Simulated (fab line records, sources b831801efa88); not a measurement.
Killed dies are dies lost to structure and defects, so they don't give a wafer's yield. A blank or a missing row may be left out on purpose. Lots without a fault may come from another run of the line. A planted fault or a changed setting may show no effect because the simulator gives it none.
Which tool did it? | flow sky130 | 24 lots, 72 wafers sampled, at 3 steps of a route of 708

WHAT THE GAUGES READ, wafer by wafer
SKY_LDD_P_CD_MEAS_07: target cd 380 nm. Usual: cd_nm 380.3 nm, standard deviation 2.5.
lot  | measured     | on        | cd_nm (nm)        | flag
L074 | day 19 05:30 | cd_sem-01 | 383.4 381.6 379.5 |
L075 | day 19 14:29 | cd_sem-02 | 382.7 382.9 380.8 |
L076 | day 19 22:49 | cd_sem-01 | 378.9 378.9 379.7 |
L077 | day 20 15:08 | cd_sem-02 | 382.6 380.8 383.7 |
L079 | day 21 11:45 | cd_sem-01 | 379.7 374.8 379.5 |
L080 | day 21 12:01 | cd_sem-02 | 380.6 383.0 382.2 |
L078 | day 21 12:55 | cd_sem-01 | 379.2 380.7 378.3 |
L081 | day 21 18:45 | cd_sem-01 | 382.5 381.7 383.0 |
L082 | day 22 14:03 | cd_sem-02 | 382.2 382.9 381.8 |
L083 | day 22 15:55 | cd_sem-02 | 379.1 380.5 377.0 |
L085 | day 23 06:50 | cd_sem-02 | 379.1 379.4 378.7 |
L084 | day 23 06:57 | cd_sem-02 | 382.7 381.7 381.6 |
L086 | day 23 12:23 | cd_sem-01 | 374.5 379.3 376.8 |
L087 | day 23 22:25 | cd_sem-02 | 380.1 377.6 376.3 |
L088 | day 24 07:41 | cd_sem-02 | 379.6 381.1 379.9 |
L089 | day 24 17:48 | cd_sem-02 | 379.3 377.0 378.1 |
L090 | day 25 03:55 | cd_sem-01 | 381.5 381.1 380.0 |
L092 | day 25 21:05 | cd_sem-01 | 383.2 381.7 382.1 |
L091 | day 25 23:24 | cd_sem-02 | 382.5 384.8 382.9 |
L093 | day 26 05:16 | cd_sem-01 | 382.6 381.8 382.2 |
L094 | day 26 12:58 | cd_sem-02 | 377.1 376.4 378.6 |
L096 | day 27 01:50 | cd_sem-02 | 383.5 382.3 380.9 |
L095 | day 27 06:15 | cd_sem-01 | 381.7 378.5 378.4 |
L097 | day 27 20:50 | cd_sem-01 | 374.8 373.2 374.3 |

SKY_SD_N_TW_MEAS_12. Usual: SD_N_TW 3980, standard deviation 35.
lot  | measured     | on            | SD_N_TW        | flag
L074 | day 28 03:37 | film_metro-04 | 3964 3964 3973 |
L075 | day 28 15:58 | film_metro-03 | 3993 4011 3994 |
L076 | day 28 19:58 | film_metro-01 | 3981 3998 4006 |
L077 | day 29 11:52 | film_metro-04 | 3939 3943 3932 |
L079 | day 30 08:22 | film_metro-04 | 3939 3923 3920 |
L080 | day 30 08:58 | film_metro-04 | 3926 3920 3932 |
L078 | day 30 09:13 | film_metro-04 | 3924 3939 3941 |
L081 | day 30 11:43 | film_metro-03 | 3965 3997 3963 |
L082 | day 31 08:16 | film_metro-03 | 4003 4042 4013 |
L083 | day 31 11:19 | film_metro-03 | 4041 4039 4028 |
L085 | day 31 19:52 | film_metro-01 | 4004 3992 3961 |
L084 | day 32 00:10 | film_metro-03 | 4031 3999 3999 |
L086 | day 32 03:34 | film_metro-04 | 3984 3956 3979 |
L087 | day 32 14:44 | film_metro-04 | 3963 3953 3951 |
L088 | day 32 20:46 | film_metro-03 | 4017 4032 3991 |
L089 | day 33 06:43 | film_metro-03 | 3988 4017 3978 |
L090 | day 33 15:13 | film_metro-04 | 3916 3915 3899 |
L092 | day 34 06:50 | film_metro-03 | 4003 4008 4016 |
L091 | day 34 10:55 | film_metro-03 | 4009 4023 4001 |
L093 | day 34 11:58 | film_metro-04 | 3966 3942 3943 |
L094 | day 34 22:43 | film_metro-03 | 4011 4002 4001 |
L096 | day 35 06:01 | film_metro-03 | 3988 4005 3991 |
L095 | day 35 13:01 | film_metro-01 | 4001 3979 3965 |
L097 | day 36 03:04 | film_metro-04 | 3933 3936 3959 |

SKY_LI_CONTACT_CD_MEAS_12: target cd 170 nm. Usual: cd_nm 170.0 nm, standard deviation 1.4.
lot  | measured     | on        | cd_nm (nm)        | flag
L074 | day 29 08:51 | cd_sem-02 | 170.2 170.7 168.9 |
L075 | day 29 21:15 | cd_sem-02 | 168.6 168.9 169.6 |
L076 | day 30 01:28 | cd_sem-02 | 168.8 168.3 170.7 |
L077 | day 30 17:00 | cd_sem-01 | 172.2 171.8 171.1 |
L079 | day 31 13:47 | cd_sem-02 | 170.2 170.2 171.0 |
L080 | day 31 13:49 | cd_sem-01 | 170.5 171.9 171.1 |
L078 | day 31 14:44 | cd_sem-01 | 169.9 171.5 170.4 |
L081 | day 31 17:09 | cd_sem-02 | 171.3 171.6 171.3 |
L082 | day 32 12:55 | cd_sem-02 | 168.7 169.8 169.8 |
L083 | day 32 17:09 | cd_sem-01 | 168.1 167.6 168.4 |
L085 | day 33 00:38 | cd_sem-02 | 169.4 170.9 171.8 |
L084 | day 33 05:06 | cd_sem-02 | 170.6 170.4 170.9 |
L086 | day 33 08:29 | cd_sem-02 | 168.8 169.0 169.4 |
L087 | day 33 18:43 | cd_sem-02 | 168.4 167.9 167.0 |
L088 | day 34 01:04 | cd_sem-01 | 170.4 169.0 170.6 |
L089 | day 34 10:49 | cd_sem-02 | 168.8 168.8 168.0 |
L090 | day 34 18:40 | cd_sem-01 | 170.4 171.7 170.1 |
L092 | day 35 10:47 | cd_sem-02 | 168.9 168.5 168.7 |
L091 | day 35 14:55 | cd_sem-01 | 169.8 168.9 170.3 |
L093 | day 35 16:02 | cd_sem-02 | 173.8 171.9 172.5 |
L094 | day 36 02:51 | cd_sem-01 | 169.6 172.2 171.4 |
L096 | day 36 09:32 | cd_sem-01 | 171.4 171.9 170.8 |
L095 | day 36 16:52 | cd_sem-01 | 170.1 170.2 169.4 |
L097 | day 37 06:50 | cd_sem-01 | 169.8 167.9 168.6 |

WHICH TOOL RAN EACH LOT (tool, then ch and the chambers of the sampled wafers, then the start)
The record holds no process step before these readings.

WHAT THE TOOLS THEMSELVES READ (means of the sampled wafers that have a number; where no wafer has one, the mark that the record gives instead)
The record holds no such reading with a usual standard deviation.

THE ANSWER, worked out from the rows above alone
Rule: a lot is off if the mean of its wafers that have a number lies more than 3 standard deviations from the usual mean. A lot without any number at a reading at which 4 lots or more have one is off too. The other lots that the step has rows for count as sound. The gauges are gone through in route order, then the tools' own readings, and for those a lot's mean is taken as printed above. The first step at which some lot is off is used, and at that step the reading that is off furthest; a lot without a number counts as furthest.
No lot is off at any reading shown: from this, nothing can be told.

WHAT THE SIMULATOR HAD PUT IN
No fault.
